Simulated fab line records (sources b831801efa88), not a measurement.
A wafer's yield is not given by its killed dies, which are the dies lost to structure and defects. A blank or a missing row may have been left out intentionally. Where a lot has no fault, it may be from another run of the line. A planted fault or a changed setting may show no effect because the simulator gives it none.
Which tool was responsible?	flow gf180mcu	39 wafers from 13 lots sampled at 3 of the route's 602 steps

WHAT EACH GAUGE READ, for each wafer
GF_V5_CD_MEAS_14 targets a cd of 260 nm.
lot	measured	on	cd-nm (nm)
L888	day 26 13:02	cd-sem-01	258.5 259.4 258.2
L889	day 27 08:21	cd-sem-01	259.7 261.3 260.1
L891	day 27 16:01	cd-sem-02	259.6 259.3 259.3
L892	day 28 00:40	cd-sem-01	261.2 260.7 260.7
L893	day 30 04:08	cd-sem-02	262.3 261.2 260.0
L894	day 30 07:25	cd-sem-02	260.0 260.3 259.4
L895	day 30 08:10	cd-sem-01	260.1 259.6 259.4
L897	day 30 08:39	cd-sem-02	260.2 260.7 261.3
L900	day 31 00:04	cd-sem-01	258.7 259.3 258.1
L901	day 31 17:16	cd-sem-02	265.4 261.2 261.8
L902	day 31 19:19	cd-sem-02	261.7 261.4 261.5
L903	day 31 23:28	cd-sem-01	258.2 257.5 256.8
L904	day 32 07:47	cd-sem-01	266.1 262.5 262.9

TOOL THAT RAN EACH LOT (tool first, then ch and the chambers of the sampled wafers, then the start)
lot	GF_V5_CMP_04	GF_V5_EXPOSE_11
L888	cmp-02 ch 1,2,3, day 25 17:07	krf-scanner-02 ch 0, day 26 03:53
L889	cmp-02 ch 2,3, day 26 12:11	krf-scanner-02 ch 0, day 26 22:33
L891	cmp-01 ch 0,1,2, day 26 19:25	krf-scanner-01 ch 0, day 27 06:04
L892	cmp-01 ch 0,2,3, day 27 04:01	krf-scanner-02 ch 0, day 27 14:40
L893	cmp-01 ch 1,2, day 29 09:23	krf-scanner-01 ch 0, day 29 19:10
L894	cmp-01 ch 1,2, day 29 12:19	krf-scanner-02 ch 0, day 29 21:55
L895	cmp-02 ch 0,3, day 29 12:49	krf-scanner-01 ch 0, day 29 22:43
L897	cmp-02 ch 0,1,2, day 29 13:59	krf-scanner-02 ch 0, day 29 23:47
L900	cmp-01 ch 0,3, day 30 06:38	krf-scanner-02 ch 0, day 30 15:35
L901	cmp-02 ch 1,2,3, day 30 23:35	krf-scanner-02 ch 0, day 31 08:40
L902	cmp-02 ch 0,2,3, day 31 00:58	krf-scanner-01 ch 0, day 31 10:35
L903	cmp-01 ch 0,1,3, day 31 05:04	krf-scanner-01 ch 0, day 31 14:17
L904	cmp-01 ch 2,3, day 31 14:05	krf-scanner-02 ch 0, day 32 00:05
- GF_V5_CMP_04: polishes SiO2.
- GF_V5_EXPOSE_11: exposes mask Via5, target cd 260 nm.

AS READ BY THE TOOLS THEMSELVES (means over the sampled wafers that have a number; for cases with no such wafer, the mark the record gives instead)
GF_V5_CMP_04.
lot	tool	motor-current-A (A)
L888	cmp-02	12.3
L889	cmp-02	11.7
L891	cmp-01	11.7
L892	cmp-01	11.2
L893	cmp-01	11.3
L894	cmp-01	11.4
L895	cmp-02	12.6
L897	cmp-02	13.0
L900	cmp-01	11.7
L901	cmp-02	12.2
L902	cmp-02	12.8
L903	cmp-01	11.8
L904	cmp-01	11.0

THE ANSWER, worked out from the rows above alone
Rule: usual is defined by the lots themselves. Put in order of their means at a reading, lots are off if they are a third of the lots or fewer, leave a main group of 4 or more, and stand apart from it by a gap of 3 or more times the standard deviation of the main group's means; of several such gaps the widest counts. If all means in a main group match to the digits the tables above print for the reading, that group is not used. A lot without any number at a reading at which 4 lots or more have one is off too. The other lots that the step has rows for count as sound. The gauges are gone through in route order, then the tools' own readings, and for those a lot's mean is taken as printed above. The first step at which some lot is off is used, and at that step the reading that is off furthest; a lot without a number counts as furthest.
No lot is off on any of the readings shown, so nothing can be concluded from this.

WHAT WAS PUT IN BY THE SIMULATOR
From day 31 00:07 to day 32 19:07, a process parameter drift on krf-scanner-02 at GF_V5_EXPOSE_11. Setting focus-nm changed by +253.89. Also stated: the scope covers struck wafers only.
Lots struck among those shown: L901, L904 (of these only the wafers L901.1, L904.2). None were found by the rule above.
